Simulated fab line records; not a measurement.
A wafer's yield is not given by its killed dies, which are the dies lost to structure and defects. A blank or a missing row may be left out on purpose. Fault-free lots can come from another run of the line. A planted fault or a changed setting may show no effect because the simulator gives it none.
fab line records | flow sky130
record lots=14 | wafers=42 | last_day=50
route steps=708 shown VIA3@585 CAP2M@612 METAL4@629
lots that met no fault: from a run of the same line without faults
start_h: hours from the record's first day to the start of the lot's first wafer shown | wait_h: time in hours since the lot's previous step | " repeats the value in the row above | L1.1+2: a single row standing in for several wafers | - no value present, or no start provided | * or withheld: withheld | < > ~ a bound
route shown NAME@n: NAME is a module with steps in the file, n the number in the route of the first one | usual: average and standard deviation across the fault-free wafers | same: alike in all rows | chamber/n: place in a boat | sites: each site's reading | _std_site: their standard deviation | _edge_site: inner sites' mean taken away from outer sites' mean | radius_mm: how far each site lies from the wafer's centre | mask NAME#n: copy n | behind: tool/chamber where the wafer was last shaped | hold: why the lot was held/for how many hours/how that ended | device: the n, p or np transistor that did not switch | end of line: the same wafers' tests at the end of the route | where a step has no rows: the recipe by itself | killed: dies that structure and defects cost at the first sort, which is not the same as the wafer's yield | map: a wafer's dies, x killed, . not, _ none there
set.NAME: the setting that was run; set.NAME@STEP: the one run at that earlier step | model.NAME: the simulator's own value behind a step, which no gauge read
a sample of lots followed through the steps of the route, with each step as a table and each wafer as a row
services: when a tool's chamber went out of use (start_h, in hours from the record's first day, below 0 if earlier), for how many hours, and the reason
## steps
# step SKY_VIA3_CD_MEAS_12
# recipe target_cd_nm=200
# usual cd_nm=200.8/1.3
lot.wafer | tool      | chamber | start_h | wait_h | cd_nm
L306.1    | cd_sem-01 | -       | 940.36  | -      | 199.2
L306.2    | "         | -       | "       | "      | 200.2
L306.4    | "         | -       | "       | "      | 200.4
L309.1    | cd_sem-02 | -       | 951.35  | -      | 202.7
L309.3    | "         | -       | "       | "      | 201.4
L309.6    | "         | -       | "       | "      | 201.8
L310.1    | cd_sem-02 | -       | 957.12  | -      | 201.4
L310.4    | "         | -       | "       | "      | 199.6
L310.5    | "         | -       | "       | "      | 200.2
L313.1    | cd_sem-01 | -       | 992.21  | -      | 199.2
L313.4    | "         | -       | "       | "      | 199.9
L313.5    | "         | -       | "       | "      | 199.4
L312.3    | cd_sem-02 | -       | 995.86  | -      | 201.9
L312.4    | "         | -       | "       | "      | 201.4
L312.5    | "         | -       | "       | "      | 201.9
L316.2    | cd_sem-02 | -       | 1020.74 | -      | 199.5
L316.5    | "         | -       | "       | "      | 199.4
L316.6    | "         | -       | "       | "      | 200.3
L318.1    | cd_sem-01 | -       | 1034.91 | -      | 201.5
L318.3    | "         | -       | "       | "      | 200.8
L318.5    | "         | -       | "       | "      | 201.7
L319.2    | cd_sem-01 | -       | 1047.02 | -      | 199.0
L319.5    | "         | -       | "       | "      | 199.7
L319.6    | "         | -       | "       | "      | 199.8
L322.3    | cd_sem-02 | -       | 1054.86 | -      | 202.2
L322.4    | "         | -       | "       | "      | 203.1
L322.5    | "         | -       | "       | "      | 203.6
L321.1    | cd_sem-01 | -       | 1057.57 | -      | 197.7
L321.2    | "         | -       | "       | "      | 197.7
L321.4    | "         | -       | "       | "      | 198.4
L325.3    | cd_sem-02 | -       | 1072.46 | -      | 199.4
L325.4    | "         | -       | "       | "      | 201.0
L325.6    | "         | -       | "       | "      | 201.3
L328.4    | cd_sem-02 | -       | 1075.06 | -      | 200.7
L328.5    | "         | -       | "       | "      | 200.8
L328.6    | "         | -       | "       | "      | 201.5
L327.2    | cd_sem-01 | -       | 1078.77 | -      | 198.8
L327.3    | "         | -       | "       | "      | 200.1
L327.5    | "         | -       | "       | "      | 200.5
L329.1    | cd_sem-01 | -       | 1083.96 | -      | 200.5
L329.4    | "         | -       | "       | "      | 200.4
L329.5    | "         | -       | "       | "      | 201.8
# step SKY_CAP2M_EXPOSE_09
# recipe mask_id=CAP2M | na=0.6 | source_shape=conventional | sigma_outer=0.6 | polarization=unpolarized | target_cd_nm=1000 | dose_mj=159
# usual exposure_dose_mJ_cm2=158.97/0.15 | focus_offset_nm=0.1/0.47 | reticle_temp_C=23.02/0.095
lot.wafer | tool             | chamber | start_h | wait_h | mask    | exposure_dose_mJ_cm2 | focus_offset_nm | reticle_temp_C
L306.1    | iline_stepper-01 | 0       | 954.73  | -      | CAP2M#0 | 158.89               | -1.1            | 23.15
L306.2    | "                | 0       | "       | "      | CAP2M#0 | 158.88               | -1.0            | 23.00
L306.4    | "                | 0       | "       | "      | CAP2M#0 | 159.04               | -0.2            | 23.04
L309.1    | iline_stepper-01 | 0       | 966.03  | -      | CAP2M#0 | 158.88               | 0.5             | 22.94
L309.3    | "                | 0       | "       | "      | CAP2M#0 | 158.85               | 0.2             | 23.10
L309.6    | "                | 0       | "       | "      | CAP2M#0 | 158.84               | 0.4             | 23.08
L310.1    | iline_stepper-01 | 0       | 971.01  | -      | CAP2M#0 | 159.09               | -0.6            | 23.01
L310.4    | "                | 0       | "       | "      | CAP2M#0 | 158.93               | -0.3            | 23.02
L310.5    | "                | 0       | "       | "      | CAP2M#0 | 159.38               | 0.3             | 23.01
L313.1    | iline_stepper-02 | 0       | 1005.88 | -      | CAP2M#0 | 158.90               | 0.0             | 22.96
L313.4    | "                | 0       | "       | "      | CAP2M#0 | 159.14               | 0.5             | 22.95
L313.5    | "                | 0       | "       | "      | CAP2M#0 | 158.97               | -0.1            | 23.00
L312.3    | iline_stepper-02 | 0       | 1009.26 | -      | CAP2M#0 | 158.79               | 0.3             | 23.06
L312.4    | "                | 0       | "       | "      | CAP2M#0 | 158.97               | 0.3             | 23.12
L312.5    | "                | 0       | "       | "      | CAP2M#0 | 158.83               | 0.7             | 23.23
L316.2    | iline_stepper-02 | 0       | 1033.98 | -      | CAP2M#0 | 158.94               | -0.1            | 23.09
L316.5    | "                | 0       | "       | "      | CAP2M#0 | 158.75               | 0.6             | 23.01
L316.6    | "                | 0       | "       | "      | CAP2M#0 | 158.79               | 0.1             | 23.16
L318.1    | iline_stepper-02 | 0       | 1048.60 | -      | CAP2M#0 | 158.63               | 0.7             | 23.03
L318.3    | "                | 0       | "       | "      | CAP2M#0 | 158.96               | 0.7             | 23.00
L318.5    | "                | 0       | "       | "      | CAP2M#0 | 159.14               | 0.4             | 22.98
L319.2    | iline_stepper-02 | 0       | 1059.85 | -      | CAP2M#0 | 158.89               | 0.2             | 23.09
L319.5    | "                | 0       | "       | "      | CAP2M#0 | 158.92               | 0.0             | 23.03
L319.6    | "                | 0       | "       | "      | CAP2M#0 | 159.03               | 0.2             | 23.18
L322.3    | iline_stepper-02 | -       | 1067.67 | -      | CAP2M#0 | -                    | -               | -
L322.4    | "                | -       | "       | "      | CAP2M#0 | -                    | -               | -
L322.5    | "                | -       | "       | "      | CAP2M#0 | -                    | -               | -
L321.1    | iline_stepper-02 | -       | 1069.91 | -      | CAP2M#0 | -                    | -               | -
L321.2    | "                | -       | "       | "      | CAP2M#0 | -                    | -               | -
L321.4    | "                | -       | "       | "      | CAP2M#0 | -                    | -               | -
L325.3    | iline_stepper-02 | 0       | 1084.76 | -      | CAP2M#0 | 159.12               | 0.5             | 22.97
L325.4    | "                | 0       | "       | "      | CAP2M#0 | 159.05               | 0.7             | 23.01
L325.6    | "                | 0       | "       | "      | CAP2M#0 | 158.91               | 0.0             | 22.97
L328.4    | iline_stepper-01 | 0       | 1087.90 | -      | CAP2M#0 | 158.71               | -0.7            | 22.97
L328.5    | "                | 0       | "       | "      | CAP2M#0 | 158.92               | -0.9            | 23.05
L328.6    | "                | 0       | "       | "      | CAP2M#0 | 158.91               | -0.9            | 23.07
L327.2    | iline_stepper-02 | 0       | 1091.10 | -      | CAP2M#0 | 158.83               | -0.5            | 23.11
L327.3    | "                | 0       | "       | "      | CAP2M#0 | 159.29               | -0.3            | 23.08
L327.5    | "                | 0       | "       | "      | CAP2M#0 | 159.11               | 0.5             | 23.09
L329.1    | iline_stepper-02 | 0       | 1096.98 | -      | CAP2M#0 | 158.85               | 0.3             | 23.01
L329.4    | "                | 0       | "       | "      | CAP2M#0 | 158.86               | -0.2            | 23.18
L329.5    | "                | 0       | "       | "      | CAP2M#0 | 158.97               | 0.0             | 22.94
# step SKY_CAP2M_STRIP_14
# recipe chemistry=O2/N2 | power_w=1400 | pressure_mtorr=1500 | platen_temp_c=withheld | o2_flow_sccm=3000 | n2_flow_sccm=300 | overash_fraction=0.5
# usual drypump_motor_current_A=5.6/0.47 | oes_product_au=0.711/0.0055 | strip_time_to_endpoint_s=12.78/0.033
lot.wafer | tool            | chamber | start_h | wait_h | drypump_motor_current_A | oes_product_au | rf_hours_counter_h | strip_time_to_endpoint_s
L306.1    | plasma_asher-02 | 1       | 966.53  | 0.1    | 5.2                     | 0.707          | 114                | 12.75
L306.2    | "               | 0       | "       | "      | 6.1                     | 0.718          | 114                | 12.76
L306.4    | "               | 1       | "       | "      | 5.2                     | 0.706          | -                  | 12.76
L309.1    | plasma_asher-02 | 0       | 977.67  | 0.1    | 6.1                     | 0.705          | 115                | 12.79
L309.3    | "               | 1       | "       | "      | 5.2                     | 0.707          | -                  | 12.76
L309.6    | "               | 0       | "       | "      | 6.1                     | 0.702          | -                  | 12.77
L310.1    | plasma_asher-02 | 1       | 982.67  | 0.1    | 5.2                     | 0.713          | 115                | 12.74
L310.4    | "               | 0       | "       | "      | 6.1                     | 0.711          | -                  | 12.75
L310.5    | "               | 0       | "       | "      | 6.1                     | 0.711          | -                  | 12.71
L313.1    | plasma_asher-02 | 1       | 1017.12 | 0.1    | 5.2                     | 0.709          | 119                | 12.78
L313.4    | "               | 1       | "       | "      | 5.2                     | 0.706          | -                  | 12.78
L313.5    | "               | 1       | "       | "      | 5.2                     | 0.714          | -                  | 12.78
L312.3    | plasma_asher-02 | 0       | 1020.58 | 0.1    | 6.1                     | 0.714          | -                  | 12.77
L312.4    | "               | 1       | "       | "      | 5.2                     | 0.716          | -                  | 12.75
L312.5    | "               | 0       | "       | "      | 6.1                     | 0.712          | -                  | 12.76
L316.2    | plasma_asher-03 | 0       | 1044.58 | 0.1    | 5.2                     | 0.705          | 60                 | 12.80
L316.5    | "               | 0       | "       | "      | 5.3                     | 0.703          | -                  | 12.74
L316.6    | "               | 1       | "       | "      | 6.3                     | 0.715          | -                  | 12.73
L318.1    | plasma_asher-03 | 0       | 1058.93 | 0.1    | 5.2                     | 0.708          | 62                 | 12.78
L318.3    | "               | 0       | "       | "      | 5.3                     | 0.710          | -                  | 12.78
L318.5    | "               | 1       | "       | "      | 6.2                     | 0.710          | -                  | 12.79
L319.2    | plasma_asher-03 | 1       | 1070.08 | 0.1    | 6.2                     | 0.716          | 63                 | 12.77
L319.5    | "               | 0       | "       | "      | 5.3                     | 0.708          | -                  | 12.73
L319.6    | "               | 1       | "       | "      | 6.2                     | 0.711          | -                  | 12.80
L322.3    | plasma_asher-03 | 1       | 1078.08 | 0.1    | 6.2                     | 0.713          | -                  | 12.84
L322.4    | "               | 0       | "       | "      | 5.2                     | 0.704          | -                  | 12.78
L322.5    | "               | 1       | "       | "      | 6.2                     | 0.709          | -                  | 12.80
L321.1    | plasma_asher-01 | 0       | 1080.53 | 0.1    | 4.9                     | 0.715          | 98                 | 12.80
L321.2    | "               | 1       | "       | "      | 5.7                     | 0.718          | 98                 | 12.81
L321.4    | "               | 0       | "       | "      | 4.9                     | 0.701          | -                  | 12.78
L325.3    | plasma_asher-01 | 0       | 1095.16 | 0.1    | 4.9                     | 0.714          | -                  | 12.82
L325.4    | "               | 1       | "       | "      | 5.7                     | 0.718          | -                  | 12.81
L325.6    | "               | 1       | "       | "      | 5.7                     | 0.701          | -                  | 12.83
L328.4    | plasma_asher-02 | 1       | 1098.06 | 0.1    | 5.2                     | 0.712          | -                  | 12.76
L328.5    | "               | 0       | "       | "      | 6.1                     | 0.702          | -                  | 12.80
L328.6    | "               | 1       | "       | "      | 5.2                     | 0.708          | -                  | 12.78
L327.2    | plasma_asher-02 | 1       | 1101.35 | 0.1    | 5.2                     | 0.714          | 4                  | 12.71
L327.3    | "               | 1       | "       | "      | 5.2                     | 0.710          | -                  | 12.71
L327.5    | "               | 0       | "       | "      | 6.1                     | 0.709          | -                  | 12.69
L329.1    | plasma_asher-02 | 1       | 1106.72 | 0.1    | 5.2                     | 0.704          | 4                  | 12.80
L329.4    | "               | 0       | "       | "      | 6.1                     | 0.717          | -                  | 12.79
L329.5    | "               | 1       | "       | "      | 5.2                     | 0.713          | -                  | 12.76
# step SKY_METAL4_CD_MEAS_13
# recipe target_cd_nm=300
# usual cd_nm=299.5/1.4
lot.wafer | tool      | chamber | start_h | wait_h | cd_nm
L306.1    | cd_sem-02 | -       | 990.36  | -      | 297.9
L306.2    | "         | -       | "       | "      | 296.7
L306.4    | "         | -       | "       | "      | 296.2
L309.1    | cd_sem-02 | -       | 1001.61 | -      | 300.5
L309.3    | "         | -       | "       | "      | 301.6
L309.6    | "         | -       | "       | "      | 299.0
L310.1    | cd_sem-02 | -       | 1006.80 | -      | 297.6
L310.4    | "         | -       | "       | "      | 297.5
L310.5    | "         | -       | "       | "      | 297.5
L313.1    | cd_sem-01 | -       | 1041.10 | -      | 300.3
L313.4    | "         | -       | "       | "      | 301.9
L313.5    | "         | -       | "       | "      | 300.4
L312.3    | cd_sem-01 | -       | 1044.00 | -      | 299.4
L312.4    | "         | -       | "       | "      | 299.0
L312.5    | "         | -       | "       | "      | 299.4
L316.2    | cd_sem-02 | -       | 1066.15 | -      | 301.4
L316.5    | "         | -       | "       | "      | 301.2
L316.6    | "         | -       | "       | "      | 301.1
L318.1    | cd_sem-02 | -       | 1080.73 | -      | 296.7
L318.3    | "         | -       | "       | "      | 300.2
L318.5    | "         | -       | "       | "      | 301.0
L319.2    | cd_sem-01 | -       | 1091.55 | -      | 299.5
L319.5    | "         | -       | "       | "      | 299.4
L319.6    | "         | -       | "       | "      | 300.6
L325.3    | cd_sem-01 | -       | 1115.65 | -      | 299.6
L325.4    | "         | -       | "       | "      | 300.7
L325.6    | "         | -       | "       | "      | 300.4
L328.4    | cd_sem-01 | -       | 1119.41 | -      | 301.8
L328.5    | "         | -       | "       | "      | 300.6
L328.6    | "         | -       | "       | "      | 301.1
L327.2    | cd_sem-02 | -       | 1121.83 | -      | 300.4
L327.3    | "         | -       | "       | "      | 300.6
L327.5    | "         | -       | "       | "      | 302.2
L329.1    | cd_sem-01 | -       | 1127.08 | -      | 301.4
L329.4    | "         | -       | "       | "      | 300.5
L329.5    | "         | -       | "       | "      | 300.7
## services
tool             | chamber | start_h | hours | kind
iline_stepper-02 | -       | 941.17  | -     | calibration
iline_stepper-02 | 0       | 949.19  | -     | calibration
plasma_asher-03  | -       | 949.37  | 2.8   | pm
plasma_asher-03  | -       | 970.23  | 1.9   | repair
iline_stepper-01 | 0       | 984.88  | -     | calibration
plasma_asher-02  | -       | 1005.96 | 0.9   | repair
iline_stepper-02 | -       | 1025.41 | 1.8   | repair
plasma_asher-03  | -       | 1034.44 | 1.6   | repair
iline_stepper-01 | -       | 1041.86 | 4.5   | repair
plasma_asher-02  | -       | 1055.25 | 9.0   | pm
plasma_asher-02  | 0       | 1055.25 | 9.0   | vent_cycle
plasma_asher-02  | 1       | 1055.25 | 9.0   | vent_cycle
plasma_asher-02  | 0       | 1064.25 | -     | clean
plasma_asher-02  | 1       | 1064.25 | -     | clean
iline_stepper-02 | -       | 1101.54 | 1.7   | pm
## key
first_sign step=SKY_CAP2M_EXPOSE_09 | reading=tool_record | direction=missing
effect none on later readings
met_at SKY_CAP2M_EXPOSE_09
struck_lots L321,L322
later_rows_left_out L321.1,L321.2,L321.4,L322.3,L322.4,L322.5
sort_left_out L321.1,L321.2,L321.4,L322.3,L322.4,L322.5
not_acting_at SKY_VIA3_CD_MEAS_12,SKY_CAP2M_STRIP_14,SKY_METAL4_CD_MEAS_13
onset_between 1059.85 1067.67
fault kind=skipped_step_whole | tool=iline_stepper-02 | chamber=- | onset_h=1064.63 | steps=SKY_CAP2M_EXPOSE_09 | scope=struck_lots_only
# sort_left_out: the simulated sort isn't trusted on such a fault, so these wafers' sort isn't shown, and their yield isn't known
# later_rows_left_out: the simulator's readings of these wafers behind a module that went badly wrong aren't trusted and aren't shown, but for the sort
